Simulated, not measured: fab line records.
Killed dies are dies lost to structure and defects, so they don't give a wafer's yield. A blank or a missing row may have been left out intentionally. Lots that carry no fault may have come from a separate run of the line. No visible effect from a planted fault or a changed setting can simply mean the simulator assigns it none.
Lot-split experiment    flow sfq line    23 wafers read from 5 lots, route of 325 steps

== THE SPLIT ITSELF ==
At SFQ_TRILAYER_M2_LITHO_COAT_062 (resist thk 62 nm), the setting resist thk nm was moved away from the recipe's 62 nm on 6 of the 23 wafers read, by -5.2% to -2.6%. For the rest of the wafers, this setting stayed at what the recipe calls for.

No step appears in the file between the split and the reading.

== THE READING ==
oes product au, in a.u., at SFQ_TRILAYER_M2_BARC_OPEN_METAL_ETCH_077 (etches BARC in O2, target depth 125 nm, time 41.7 s). On this fab line, fault-free wafers typically give 0.685 a.u. with a standard deviation of 0.004 a.u.

wafer   tool, chamber at the split  resist thk nm as run, nm  against the recipe  oes product au, a.u.  against lot-mates on the recipe
L074.1  litho track-02, 0           58.75                     -5.2%               0.668                 -0.015
L074.3  litho track-02, 0           62                        recipe              0.681                 -
L074.4  litho track-02, 0           62                        recipe              0.684                 -
L074.5  litho track-02, 0           58.75                     -5.2%               0.663                 -0.020
L074.6  litho track-02, 0           62                        recipe              0.683                 -
L079.2  litho track-04, 0           62                        recipe              0.687                 -
L079.3  litho track-04, 0           62                        recipe              0.684                 -
L079.4  litho track-04, 0           62                        recipe              0.687                 -
L079.5  litho track-04, 0           62                        recipe              0.685                 -
L079.6  litho track-04, 0           62                        recipe              0.686                 -
L081.2  litho track-02, 0           62                        recipe              0.692                 -
L081.3  litho track-02, 0           62                        recipe              0.687                 -
L081.4  litho track-02, 0           62                        recipe              0.689                 -
L082.2  litho track-02, 0           60.4                      -2.6%               0.678                 -0.002
L082.3  litho track-02, 0           62                        recipe              0.682                 -
L082.4  litho track-02, 0           62                        recipe              0.677                 -
L082.5  litho track-02, 0           62                        recipe              0.682                 -
L082.6  litho track-02, 0           60.4                      -2.6%               0.686                 +0.006
L083.1  litho track-02, 0           58.84                     -5.1%               0.670                 -0.015
L083.2  litho track-02, 0           62                        recipe              0.682                 -
L083.3  litho track-02, 0           58.84                     -5.1%               0.666                 -0.019
L083.4  litho track-02, 0           62                        recipe              0.688                 -
L083.6  litho track-02, 0           62                        recipe              0.685                 -

THE FIT
A straight line over all 23 wafers: oes product au changes by +0.00329 a.u. for each +1% of resist thk nm; r = +0.87; the points scatter about the line by 0.0039 a.u.
The same after taking each lot's own level away (the mean of its wafers on the recipe; 23 wafers): +0.00298 a.u. for each +1%; r = +0.86; scatter 0.0037 a.u.
Per that fit: largest resist thk nm move, reading shift of 0.016 a.u.
From 0.6803 to 0.6893 a.u.: that is the span of the lots' own levels, equal to 2.2 times the standard deviation above.
Thus the slope moves with the lot-to-lot level: the two fits are different.
Check: -0.0152 a.u. against its lot-mates is what the line predicts for one of the wafers moved furthest among these (-5.2%) when that wafer is left out of the fit. Against them it came out at -0.0147 a.u.

== OTHER SPLITS ON THESE WAFERS ==
Other splits were also applied to these wafers ahead of the reading. Each is held against what the fit with the lots' levels taken away leaves over:
other split on the same wafers                    wafers away from the commonest value  r with oes product au (lot level and that fit taken away)
SFQ_TRILAYER_INCOMING_OXIDATION_002 ox time s     15                                    +0.17
SFQ_TRILAYER_L0_LITHO_PEB_008 peb time s          5                                     -0.22
SFQ_TRILAYER_L0_BARC_OPEN_METAL_ETCH_010 icp w    8                                     -0.01
SFQ_TRILAYER_L0_VIA_LITHO_COAT_018 resist thk nm  8                                     +0.14
SFQ_TRILAYER_M0_LITHO_EXPOSE_022 dose mj          7                                     -0.21
SFQ_TRILAYER_I0_VIA_LITHO_COAT_036 spin rpm       7                                     +0.54
SFQ_TRILAYER_M1_DEP_SPUTTER_037 time s            8                                     +0.39
SFQ_TRILAYER_M1_LITHO_EXPOSE_040 dose mj          2                                     +0.16
SFQ_TRILAYER_I1_VIA_LITHO_COAT_054 spin rpm       7                                     +0.15

== THE WHOLE CHAIN: every reading that the file lists as answering this split, in the file's order ==
step                                      what it does                                         reading                                                                                     change (the file's fit)                    r (the file's)
SFQ_TRILAYER_M2_LITHO_COAT_062            resist thk 62 nm                                     BARC_of_TRILAYER_M2_LITHO_COAT_062.thk nm (the simulator's own value, which no gauge read)  +0.623 nm for each +1% of the setting      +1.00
SFQ_TRILAYER_M2_BARC_OPEN_METAL_ETCH_077  etches BARC in O2, target depth 125 nm, time 41.7 s  oes product au                                                                              +0.00288 a.u. for each +1% of the setting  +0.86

== FILE'S OWN FIT ==
oes product au changes by +0.00288 a.u. for each +1% of resist thk nm, r = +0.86.
